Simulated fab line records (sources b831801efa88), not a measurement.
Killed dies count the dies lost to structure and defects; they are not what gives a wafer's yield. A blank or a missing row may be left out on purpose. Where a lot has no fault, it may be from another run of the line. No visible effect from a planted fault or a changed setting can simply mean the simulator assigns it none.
Struck lot and sound lot, side by side	flow sfq line	24 out of 325 route steps
Sound: these wafers, L783.1, L783.2, L783.3. The struck wafers were L792.2, L792.3, L792.4. The cause is named last.
Order at every step that has rows: each side's tool, ch and its chambers, its first start. Under that, the readings that differ: sound wafers	struck wafers	difference of the means	sigmas: that difference in standard deviations of wafers without a fault.
alike: words and numbers the same on both sides, and readings whose means are apart by under 2 such deviations; not compared: readings that were withheld, readings missing a value for some wafer, numbers with overlapping values and no deviation given by the record, and bounds like >300 which may hide the same value.
Wherever a step has rows on one side only, a row that says differs or no value, or a row with sigmas, the two part there. Numbers that have no deviation but don't overlap get no sigmas and don't part them. A reading that every wafer of one side lacks parts them only if that side has two wafers or more.

first, 6 steps without rows for these wafers: SFQ_TRILAYER_I2_VIA_LITHO_COAT_072 (resist thk 62 nm); SFQ_TRILAYER_I2_VIA_LITHO_COAT_067 (resist thk 650 nm); SFQ_TRILAYER_I2_VIA_LITHO_SOFTBAKE_071; SFQ_TRILAYER_I2_VIA_LITHO_EXPOSE_068 (exposes mask I2, target cd 500 nm); SFQ_TRILAYER_I2_VIA_LITHO_PEB_070 (peb time 60 s); SFQ_TRILAYER_I2_VIA_LITHO_DEVELOP_069 (time 60 s).
SFQ_I2_OVL_MEAS_918:
  sound on overlay-02, day 30 09:11; struck on overlay-01, day 32 22:41
  alike: I2_OVL
SFQ_TRILAYER_I2_VIA_BARC_OPEN_VIA_ETCH_096: etches BARC in O2, target depth 125 nm, time 41.7 s.
  sound on rie diel-01 ch 2,3, day 30 09:13; struck on rie diel-01 ch 0,3, day 32 22:43
  alike: drypump motor current A, oes product au, rf fwd power W
  not compared: rf hours counter h
SFQ_TRILAYER_I2_VIA_ETCH_VIA_ETCH_070: etches SiO2 in CHF3, stops on Nb, target depth 260 nm.
  sound on rie diel-01 ch 2,3, day 30 09:16; struck on rie diel-01 ch 0,3, day 32 22:45
  alike: drypump motor current A, oes product au, rf fwd power W
SFQ_TRILAYER_I2_VIA_STRIP_STRIP_071: strips in O2.
  sound on rie metal-01 ch 0,1, day 30 09:26; struck on rie metal-03 ch 0,1, day 32 22:52
  alike: drypump motor current A, oes product au, platen temp c
  not compared: rf hours counter h
then, 2 steps without rows for these wafers: SFQ_TRILAYER_I2_VIA_STRIP_SOLV_CLEAN_072 (cleans in NMP, time 600 s); SFQ_TRILAYER_M3_DEP_PRE_CLEAN_074 (time 22.5 s).
SFQ_TRILAYER_M3_DEP_SPUTTER_073: material Nb, target thk 200 nm, time 133.3 s.
  sound on pvd sputter-05, day 30 10:16; struck on pvd sputter-03, day 32 23:56
  alike: substrate temp c, throttle valve pct
SFQ_M3_RS_MEAS_919: the measuring method here is four-point-probe.
  sound on film metro-04, day 30 10:21; struck on film metro-03, day 33 00:02
reading	sound	struck	difference	sigmas
M3_NB_RS (ohm/sq)	0.888 0.899 0.890	0.436 0.439 0.438	-0.455	-46
then, 6 steps without rows for these wafers: SFQ_TRILAYER_M3_LITHO_COAT_080 (resist thk 62 nm); SFQ_TRILAYER_M3_LITHO_COAT_075 (resist thk 600 nm); SFQ_TRILAYER_M3_LITHO_SOFTBAKE_079; SFQ_TRILAYER_M3_LITHO_EXPOSE_076 (exposes mask M3, target cd 500 nm); SFQ_TRILAYER_M3_LITHO_PEB_078 (peb time 60 s); SFQ_TRILAYER_M3_LITHO_DEVELOP_077 (time 60 s).
-- the record jumps here: 2 days lie between the struck wafers' starts before and after --
SFQ_M3_OVL_MEAS_921:
  sound on overlay-02, day 32 14:15; struck on overlay-02, day 35 10:01
  alike: M3_OVL
SFQ_TRILAYER_M3_BARC_OPEN_METAL_ETCH_100: etches BARC in O2, target depth 125 nm, time 41.7 s.
  sound on rie metal-02 ch 0,1, day 32 14:17; struck on rie metal-02 ch 0,1, day 35 10:02
  alike: drypump motor current A, oes product au, rf fwd power W
  not compared: rf hours counter h
SFQ_TRILAYER_M3_ETCH_METAL_ETCH_078: etches Nb in Cl2/Ar, stops on SiO2, target depth 240 nm, time 120 s.
  sound on rie metal-02 ch 0,1, day 32 14:21; struck on rie metal-02 ch 0,1, day 35 10:06
reading	sound	struck	difference	sigmas
oes product au (a.u.)	0.895 0.893 0.893	0.999 0.996 1.008	+0.107	+15
model.etch.depth nm (nm)	200.5 198.4 200.1	240.9 240.3 240.6	+40.9	
model.M3.feature depth nm (nm)	200.5 198.4 200.1	240.9 240.3 240.6	+40.9	
  alike: drypump motor current A, rf fwd power W
  not compared: rf hours counter h
SFQ_TRILAYER_M3_STRIP_STRIP_079: strips in O2.
  sound on rie metal-02 ch 0,1, day 32 14:28; struck on rie metal-02 ch 0,1, day 35 10:13
  alike: drypump motor current A, oes product au, platen temp c
  not compared: rf hours counter h

== WHERE THEY PART ==
Last at SFQ_TRILAYER_M3_ETCH_METAL_ETCH_078 as far as this record goes, first at SFQ_M3_RS_MEAS_919. Later steps at which nothing parts them and some readings are alike: SFQ_TRILAYER_M3_STRIP_STRIP_079.

WHY: whatever the simulator had introduced
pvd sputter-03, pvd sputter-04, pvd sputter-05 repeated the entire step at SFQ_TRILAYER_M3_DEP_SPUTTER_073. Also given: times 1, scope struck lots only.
